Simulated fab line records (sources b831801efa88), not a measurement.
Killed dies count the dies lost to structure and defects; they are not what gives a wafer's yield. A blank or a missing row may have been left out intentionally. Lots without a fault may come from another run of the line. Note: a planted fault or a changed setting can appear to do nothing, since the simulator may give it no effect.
Matching of chambers / flow gf180mcu / GF_V5_CMP_04 on cmp-02: 4 sister chambers
The step polishes SiO2. 27 wafers are shown with their chamber, then 12 later ones without.

WAFERS, EACH WITH ITS CHAMBER
wafer=L075.2; chamber=2; motorCurrentA (A)=12.3; edgeZonePressureFrac=0.995
wafer=L075.4; chamber=1; motorCurrentA (A)=11.5; edgeZonePressureFrac=0.995
wafer=L075.6; chamber=1; motorCurrentA (A)=11.5; edgeZonePressureFrac=0.990
wafer=L077.4; chamber=1; motorCurrentA (A)=10.9; edgeZonePressureFrac=1.001
wafer=L077.5; chamber=0; motorCurrentA (A)=13.3; edgeZonePressureFrac=1.001
wafer=L077.6; chamber=3; motorCurrentA (A)=13.9; edgeZonePressureFrac=0.999
wafer=L080.3; chamber=0; motorCurrentA (A)=13.4; edgeZonePressureFrac=0.994
wafer=L080.5; chamber=1; motorCurrentA (A)=11.4; edgeZonePressureFrac=1.002
wafer=L080.6; chamber=2; motorCurrentA (A)=12.0; edgeZonePressureFrac=0.995
wafer=L079.1; chamber=1; motorCurrentA (A)=10.9; edgeZonePressureFrac=1.006
wafer=L079.4; chamber=3; motorCurrentA (A)=13.8; edgeZonePressureFrac=1.000
wafer=L079.6; chamber=1; motorCurrentA (A)=11.4; edgeZonePressureFrac=1.004
wafer=L082.3; chamber=0; motorCurrentA (A)=13.6; edgeZonePressureFrac=1.010
wafer=L082.4; chamber=2; motorCurrentA (A)=13.1; edgeZonePressureFrac=0.991
wafer=L082.5; chamber=3; motorCurrentA (A)=14.4; edgeZonePressureFrac=0.993
wafer=L085.4; chamber=2; motorCurrentA (A)=11.5; edgeZonePressureFrac=1.003
wafer=L085.5; chamber=2; motorCurrentA (A)=12.4; edgeZonePressureFrac=0.998
wafer=L085.6; chamber=3; motorCurrentA (A)=14.4; edgeZonePressureFrac=1.000
wafer=L086.1; chamber=0; motorCurrentA (A)=13.5; edgeZonePressureFrac=0.994
wafer=L086.3; chamber=3; motorCurrentA (A)=14.2; edgeZonePressureFrac=0.997
wafer=L086.4; chamber=1; motorCurrentA (A)=11.5; edgeZonePressureFrac=0.999
wafer=L088.2; chamber=2; motorCurrentA (A)=12.1; edgeZonePressureFrac=1.000
wafer=L088.5; chamber=0; motorCurrentA (A)=13.2; edgeZonePressureFrac=0.989
wafer=L088.6; chamber=3; motorCurrentA (A)=13.7; edgeZonePressureFrac=1.003
wafer=L091.1; chamber=0; motorCurrentA (A)=13.9; edgeZonePressureFrac=0.994
wafer=L091.2; chamber=1; motorCurrentA (A)=11.5; edgeZonePressureFrac=0.996
wafer=L091.4; chamber=3; motorCurrentA (A)=13.6; edgeZonePressureFrac=1.002

SIGNATURES (averages over the wafers above)
reading=motorCurrentA; chamber 0=13.483; chamber 1=11.325; chamber 2=12.233; chamber 3=14.000; scatter within a chamber=0.352
reading=edgeZonePressureFrac; chamber 0=0.99700; chamber 1=0.99913; chamber 2=0.99700; chamber 3=0.99914; scatter within a chamber=0.00522
Rule: a wafer lies at a distance from a chamber equal to the root of the sum of squares, over the readings, of (its reading less the chamber's mean, divided by the reading's scatter). The wafer belongs to the nearest chamber; if the next one is less than 2 further off, it can't be placed. The scatter: take each reading less its chamber's mean, square it, sum over the shown wafers, divide by the number of wafers less the number of chambers, and take the root.

WAFERS MISSING THEIR CHAMBER
wafer=L094.2; motorCurrentA (A)=12.2; edgeZonePressureFrac=0.995
wafer=L094.3; motorCurrentA (A)=13.0; edgeZonePressureFrac=1.001
wafer=L094.4; motorCurrentA (A)=11.0; edgeZonePressureFrac=1.001
wafer=L095.2; motorCurrentA (A)=11.6; edgeZonePressureFrac=1.006
wafer=L095.4; motorCurrentA (A)=13.5; edgeZonePressureFrac=0.999
wafer=L095.5; motorCurrentA (A)=11.5; edgeZonePressureFrac=1.007
wafer=L093.4; motorCurrentA (A)=13.4; edgeZonePressureFrac=1.012
wafer=L093.5; motorCurrentA (A)=12.3; edgeZonePressureFrac=0.999
wafer=L093.6; motorCurrentA (A)=13.7; edgeZonePressureFrac=1.005
wafer=L096.2; motorCurrentA (A)=11.5; edgeZonePressureFrac=1.012
wafer=L096.3; motorCurrentA (A)=13.4; edgeZonePressureFrac=0.999
wafer=L096.5; motorCurrentA (A)=12.2; edgeZonePressureFrac=0.999

WHICH CHAMBER EACH WENT THROUGH
wafer=L094.2; from the rows above=2; in truth=2
wafer=L094.3; from the rows above=can't be placed: 0 or 2 or 3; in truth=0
wafer=L094.4; from the rows above=1; in truth=1
wafer=L095.2; from the rows above=can't be placed: 1 or 2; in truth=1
wafer=L095.4; from the rows above=can't be placed: 0 or 3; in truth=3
wafer=L095.5; from the rows above=can't be placed: 1 or 2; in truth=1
wafer=L093.4; from the rows above=can't be placed: 0 or 3 or 2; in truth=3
wafer=L093.5; from the rows above=2; in truth=2
wafer=L093.6; from the rows above=can't be placed: 3 or 0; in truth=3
wafer=L096.2; from the rows above=can't be placed: 1 or 2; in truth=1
wafer=L096.3; from the rows above=can't be placed: 0 or 3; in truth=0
wafer=L096.5; from the rows above=2; in truth=2
Correctly placed: 4 of 12. From these rows, 8 cannot be placed; in 8 the true chamber is one of the candidates. Number placed wrongly: 0.
